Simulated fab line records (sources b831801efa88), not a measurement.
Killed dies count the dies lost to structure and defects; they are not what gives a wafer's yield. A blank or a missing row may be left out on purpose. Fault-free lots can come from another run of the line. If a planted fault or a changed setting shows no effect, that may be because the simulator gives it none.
Problem report in the 8D (eight disciplines) form, filled by code || flow sky130 || the parts of the form that need people (team, actions taken, sign-off) are left out

== 1. PROBLEM STATEMENT ==
Mean POLY_GATE_OXIDATION_THK at SKY_POLY_GATE_THK_MEAS_21: 2.66 nm over 6 wafers in 2 lots; fault-free wafers: 4.01 nm, standard deviation 0.088. That puts it -15 standard deviations away from the usual mean.
Seen first at day 21 07:38 on film-metro-04, wafer L497.3. Wafers with a number at this step in the record: 33, from 11 lots. By rule, "out" or "out of limits" means more than 4 standard deviations away from the usual mean. Any other wafer with a number is counted as sound.

== 2. WHAT THIS IS AND IS NOT ==
{"question": "which readings at this step", "is": "POLY_GATE_OXIDATION_THK", "is not": "-"}
{"question": "which lots", "is": "L497, L498", "is not": "L485, L487, L489, L490, L492, L502, L505, L506, L507"}
{"question": "which wafers of those lots", "is": "all that have a number", "is not": "-"}
{"question": "read on which gauges", "is": "film-metro-03, film-metro-04", "is not": "film-metro-02"}
{"question": "when", "is": "from day 21 07:38", "is not": "up to then (15 sound wafers); but 12 sound wafers of L502, L505, L506, L507 came after"}

== 3. WHAT RULES OUT EACH SUSPECT ==
Counting: a tool at a process step up to the reading stays a suspect if it ran every lot that is out and no sound lot after the first of them.
- ruled out: the gauge at SKY_POLY_GATE_THK_MEAS_21. Those wafers that are out were read across 2 gauges (film-metro-03, film-metro-04).
- furnace-02 at SKY_POLY_GATE_OXIDATION_20 (stabilise 600 s, purge 300 s, target thk 4 nm): ruled out as a lasting fault. After its first lot that is out, L497 (day 21 06:22), sound lots L506 ran on it.
Left after counting: nothing in the record.

== 4. THE CAUSE (what the simulator had put in) ==
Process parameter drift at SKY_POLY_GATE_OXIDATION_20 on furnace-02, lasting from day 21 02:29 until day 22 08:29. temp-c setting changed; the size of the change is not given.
It was ruled out by counting, in error; the rule expects a fault to strike all lots run on its tool from its start on, and this fault did not.

== 5. THE CHAIN OF EFFECTS, in route order ==
Rows list readings where the struck wafers' mean (over those with a number) sits beyond 3 standard deviations from the usual. Only readings whose record carries a usual standard deviation are examined. hours: median over the lots of the time between each lot's start at the first step of this table that gives one and its start at this step. sigmas: the change, counted in usual standard deviations.
{"hours": 0, "step": "SKY_POLY_GATE_OXIDATION_20", "reading": "spike-tc-bottom-C", "usual": "871.4 C", "on struck wafers": 841.2, "change": -30.2, "sigmas": -16}
{"hours": 0, "step": "SKY_POLY_GATE_OXIDATION_20", "reading": "spike-tc-centre-C", "usual": "851.2 C", "on struck wafers": 819.5, "change": -31.7, "sigmas": -29}
{"hours": 0, "step": "SKY_POLY_GATE_OXIDATION_20", "reading": "spike-tc-lower-C", "usual": "849.6 C", "on struck wafers": 819.3, "change": -30.3, "sigmas": -28}
{"hours": 0, "step": "SKY_POLY_GATE_OXIDATION_20", "reading": "spike-tc-top-C", "usual": "863.6 C", "on struck wafers": 831.4, "change": -32.2, "sigmas": -20}
{"hours": 0, "step": "SKY_POLY_GATE_OXIDATION_20", "reading": "spike-tc-upper-C", "usual": "849.6 C", "on struck wafers": 818.3, "change": -31.3, "sigmas": -32}
{"hours": 0, "step": "SKY_POLY_GATE_OXIDATION_20", "reading": "tube-center-temp-C", "usual": "850 C", "on struck wafers": 819, "change": -31, "sigmas": "-99 or more"}
{"hours": 0, "step": "SKY_POLY_GATE_OXIDATION_20", "reading": "tube_center_temp_C_max", "usual": 852.2, "on struck wafers": 821.1, "change": -31.1, "sigmas": -84}
{"hours": 0, "step": "SKY_POLY_GATE_OXIDATION_20", "reading": "zone-power-centre-pct", "usual": "15.6 %", "on struck wafers": 14.6, "change": -1.0, "sigmas": -3.3}
{"hours": 0, "step": "SKY_POLY_GATE_OXIDATION_20", "reading": "zone-power-top-pct", "usual": "29.2 %", "on struck wafers": 27.3, "change": -1.9, "sigmas": -4.9}
{"hours": 1, "step": "SKY_POLY_GATE_THK_MEAS_21", "reading": "POLY_GATE_OXIDATION_THK", "usual": "4.01 nm", "on struck wafers": 2.66, "change": -1.35, "sigmas": -15}
Here are the process steps it includes:
- SKY_POLY_GATE_OXIDATION_20: stabilise 600 s, purge 300 s, target thk 4 nm.

== 6. WHAT WOULD HAVE CAUGHT IT SOONER ==
In this record the first reading out of limits at a measuring or inspecting step was taken at day 21 07:38, 5 hours after the fault began at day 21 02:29.
At SKY_POLY_GATE_OXIDATION_20, the tool's own readings (spike-tc-bottom-C, spike-tc-centre-C, spike-tc-lower-C, spike-tc-top-C, spike-tc-upper-C, tube-center-temp-C, tube_center_temp_C_max) were out on each struck wafer the step has a row for, so an alarm limit on them would have fired on the first such wafer.
